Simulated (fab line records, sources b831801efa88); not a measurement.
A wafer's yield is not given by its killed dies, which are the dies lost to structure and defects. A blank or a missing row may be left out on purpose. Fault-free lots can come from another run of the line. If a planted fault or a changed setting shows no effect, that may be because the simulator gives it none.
Struck lot and sound lot, side by side -- flow sky130 -- 42 steps out of a route of 708
Sound: the wafers L212.1, L212.2, L212.6. Struck: wafer L199.2 (left out: L199.1, L199.3 of the same lot, which were not struck); the cause appears at the end.
For every step that has rows: the tool of each side, followed by ch and its chambers, followed by its first start. Under that, the readings that differ: sound wafers -- struck wafers -- difference of the means -- sigmas: that difference in standard deviations of wafers without a fault.
alike: readings with means less than 2 such deviations apart, plus words and numbers identical on both sides. not compared: withheld readings, readings lacking a value on some wafer, bounds such as >300 that could conceal the same value, and numbers that have no deviation in the record and whose values overlap.
A row with sigmas, a row that says differs or no value, or rows on one side alone: a step with any of these is where the two part. Numbers that have no deviation but don't overlap get no sigmas and don't part them. A reading that every wafer of one side lacks parts them only if that side has two wafers or more.

first, 1 step without rows for these wafers: SKY_NWELL_IMPLANT_13.
SKY_NWELL_STRIP_14: strips in O2/N2.
  sound on plasma asher-02 ch 0,1, day 8 07:07; struck on plasma asher-01 ch 1, day 5 02:57
reading,sound,struck,difference,sigmas
drypump motor current A (A),6.4 6.3 6.4,5.4,-1.0,-2
oes product au (a.u.),0.715 0.718 0.717,0.727,+0.010,+2
  alike: chamber pressure mTorr, strip time to endpoint s
  not compared: rf hours counter h
SKY_NWELL_TW_MEAS_15:
  struck on film metro-03, day 5 03:03; sound on film metro-04, day 8 07:13
reading,sound,struck,difference,sigmas
NWELL_TW,1831 1834 1834,1813,-20,-2
then, 7 steps without rows for these wafers: SKY_NWELL_DEHYDRATE_16 (time 60 s); SKY_NWELL_HMDS_17 (prime time 60 s); SKY_NWELL_COAT_18 (resist thk 3000 nm); SKY_NWELL_SOFTBAKE_19; SKY_NWELL_EXPOSE_20 (exposes mask NWM COMPLEMENT, target cd 840 nm); SKY_NWELL_PEB_21; SKY_NWELL_DEVELOP_22 (develop time 60 s).
SKY_NWELL_OVL_MEAS_23:
  struck on overlay-01, day 5 20:28; sound on overlay-02, day 9 04:12
  alike: NWELL_01_OVL
then, 1 step without rows for these wafers: SKY_NWELL_IMPLANT_24.
SKY_NWELL_STRIP_25: strips in O2/N2.
  sound on plasma asher-02 ch 0,1, day 9 04:23; struck on plasma asher-03 ch 0, day 5 20:39
reading,sound,struck,difference,sigmas
drypump motor current A (A),6.4 6.3 6.3,5.0,-1.3,-3
  alike: chamber pressure mTorr, oes product au, strip time to endpoint s
  not compared: rf hours counter h
SKY_NWELL_TW_MEAS_26:
  struck on film metro-02, day 5 20:45; sound on film metro-02, day 9 04:29
  alike: NWELL_2_TW
then, 1 step without rows for these wafers: SKY_NWELL_CLEAN_27 (cleans in SC1/SC2, time 150 s).
SKY_NWELL_RTA_28: time 30 s.
  sound on rtp anneal-02 ch 0, day 9 04:35; struck on rtp anneal-02 ch 0, day 5 20:52
  alike: lamp power pct, ramp down c per s, wafer_temp_C_max
SKY_NWELL_RS_MEAS_29: the measuring method here is four-point-probe.
  struck on film metro-04, day 5 20:58; sound on film metro-04, day 9 04:41
  alike: NWELL_RS
SKY_NWELL_RS_MEAS_31: the measuring method here is four-point-probe.
  struck on film metro-04, day 5 21:12; sound on film metro-04, day 9 04:56
  alike: PWDE_RS
then, 7 steps without rows for these wafers: SKY_VT_ADJUST_HVTP_DEHYDRATE_00 (time 60 s); SKY_VT_ADJUST_HVTP_HMDS_01 (prime time 60 s); SKY_VT_ADJUST_HVTP_COAT_02 (resist thk 1140 nm); SKY_VT_ADJUST_HVTP_SOFTBAKE_03 (time 60 s); SKY_VT_ADJUST_HVTP_EXPOSE_04 (exposes mask HVTPM, target cd 380 nm); SKY_VT_ADJUST_HVTP_PEB_05; SKY_VT_ADJUST_HVTP_DEVELOP_06 (develop time 60 s).
SKY_VT_ADJUST_HVTP_CD_MEAS_07: the cd target is 380 nm.
  struck on cd sem-01, day 6 15:19; sound on cd sem-02, day 10 02:37
  alike: cd nm
SKY_VT_ADJUST_HVTP_OVL_MEAS_08:
  struck on overlay-02, day 6 15:26; sound on overlay-02, day 10 02:44
  alike: VT_ADJUST_HVTP_OVL
then, 1 step without rows for these wafers: SKY_VT_ADJUST_HVTP_IMPLANT_09.
SKY_VT_ADJUST_HVTP_STRIP_10: strips in O2/N2.
  sound on plasma asher-03 ch 0,1, day 10 02:56; struck on plasma asher-04 ch 0, day 6 15:37
  alike: chamber pressure mTorr, drypump motor current A, oes product au, strip time to endpoint s
  not compared: rf hours counter h
SKY_VT_ADJUST_HVTP_TW_MEAS_11:
  struck on film metro-04, day 6 15:43; sound on film metro-01, day 10 03:02
  alike: VT_ADJUST_HVTP_TW
then, 7 steps without rows for these wafers: SKY_VT_ADJUST_LVTN_DEHYDRATE_00 (time 60 s); SKY_VT_ADJUST_LVTN_HMDS_01 (prime time 60 s); SKY_VT_ADJUST_LVTN_COAT_02 (resist thk 3000 nm); SKY_VT_ADJUST_LVTN_SOFTBAKE_03; SKY_VT_ADJUST_LVTN_EXPOSE_04 (exposes mask NWM COMPLEMENT LESS NATIVE, target cd 840 nm); SKY_VT_ADJUST_LVTN_PEB_05; SKY_VT_ADJUST_LVTN_DEVELOP_06 (develop time 60 s).
SKY_VT_ADJUST_LVTN_OVL_MEAS_07:
  struck on overlay-02, day 7 11:28; sound on overlay-01, day 11 01:07
  alike: VT_ADJUST_LVTN_OVL
then, 1 step without rows for these wafers: SKY_VT_ADJUST_LVTN_IMPLANT_08.
SKY_VT_ADJUST_LVTN_STRIP_09: strips in O2/N2.
  sound on plasma asher-04 ch 0,1, day 11 01:19; struck on plasma asher-02 ch 1, day 7 11:40
reading,sound,struck,difference,sigmas
drypump motor current A (A),5.1 5.1 5.1,6.3,+1.2,+2
  alike: chamber pressure mTorr, oes product au, strip time to endpoint s
  not compared: rf hours counter h
SKY_VT_ADJUST_LVTN_TW_MEAS_10:
  struck on film metro-01, day 7 11:46; sound on film metro-02, day 11 01:25
  alike: VT_ADJUST_LVTN_TW
-- the record jumps here: 39 days lie between the struck wafers' starts before and after (it left off in module VT_ADJUST_LVTN and takes up again in module PAD_OPEN, whose first step shown is number 708 of the route) --
SKY_PAD_OPEN_PROBE_99:
  struck on prober-01, day 46 14:31; sound on prober-02, day 49 14:29
reading,sound,struck,difference,sigmas
killed at front end,14 22 19,64,+46,+11
killed dies,89 101 93,140,+46,+5
  alike: killed_at_M0_to_M3, killed_at_M4_up, killed at contacts, killed at other, killed open, killed short

WHERE THEY PART
At SKY_NWELL_STRIP_14 first; at SKY_PAD_OPEN_PROBE_99 last (within this record only).

WHY: whatever the simulator had introduced
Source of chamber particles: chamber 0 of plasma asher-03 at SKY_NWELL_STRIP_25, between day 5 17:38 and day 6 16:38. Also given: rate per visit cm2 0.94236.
